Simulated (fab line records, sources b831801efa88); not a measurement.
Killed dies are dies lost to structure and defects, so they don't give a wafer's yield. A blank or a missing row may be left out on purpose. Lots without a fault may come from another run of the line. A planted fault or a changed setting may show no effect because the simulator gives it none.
Chamber matching | flow gf180mcu | GF_V4_ETCH_16 on rie_diel-03: 4 sister chambers
The step etches BARC in N2/H2. 4 wafers are shown with their chamber, then 8 later ones without.

WAFERS WITH THEIR CHAMBER
wafer  | chamber | oes_product_au (a.u.)
L086.3 | 2       | 0.860
L086.4 | 3       | 0.858
L086.5 | 0       | 0.858
L089.1 | 1       | 0.855

WAFERS WITHOUT THEIR CHAMBER
wafer  | oes_product_au (a.u.)
L089.4 | 0.851
L089.5 | 0.849
L090.1 | 0.861
L090.2 | 0.859
L090.6 | 0.853
L094.2 | 0.850
L094.3 | 0.854
L094.5 | 0.849

WHICH CHAMBER EACH WENT THROUGH
wafer  | from the rows above               | in truth
L089.4 | can't be placed: 1 or 0 or 3 or 2 | 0
L089.5 | can't be placed: 1 or 0 or 3 or 2 | 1
L090.1 | can't be placed: 2 or 0 or 3 or 1 | 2
L090.2 | can't be placed: 0 or 2 or 3 or 1 | 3
L090.6 | can't be placed: 1 or 0 or 3 or 2 | 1
L094.2 | can't be placed: 1 or 0 or 3 or 2 | 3
L094.3 | can't be placed: 1 or 0 or 3 or 2 | 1
L094.5 | can't be placed: 1 or 0 or 3 or 2 | 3
Placed correctly: 0 of 8. Can't be placed from these rows: 8 (the true chamber is among the candidates in 8). Placed wrongly: 0.
How it was worked out, from the rows above alone: a wafer's distance from a chamber is the root of the sum, over the readings, of the square of ((its reading less the chamber's mean) divided by the reading's scatter). The wafer belongs to the nearest chamber; if the next one is less than 2 further off, it can't be placed. A chamber's mean is the mean of its shown wafers. The scatter: with one shown wafer a chamber, the root of the mean of the squares of how far each hidden wafer lies from its nearest shown one.
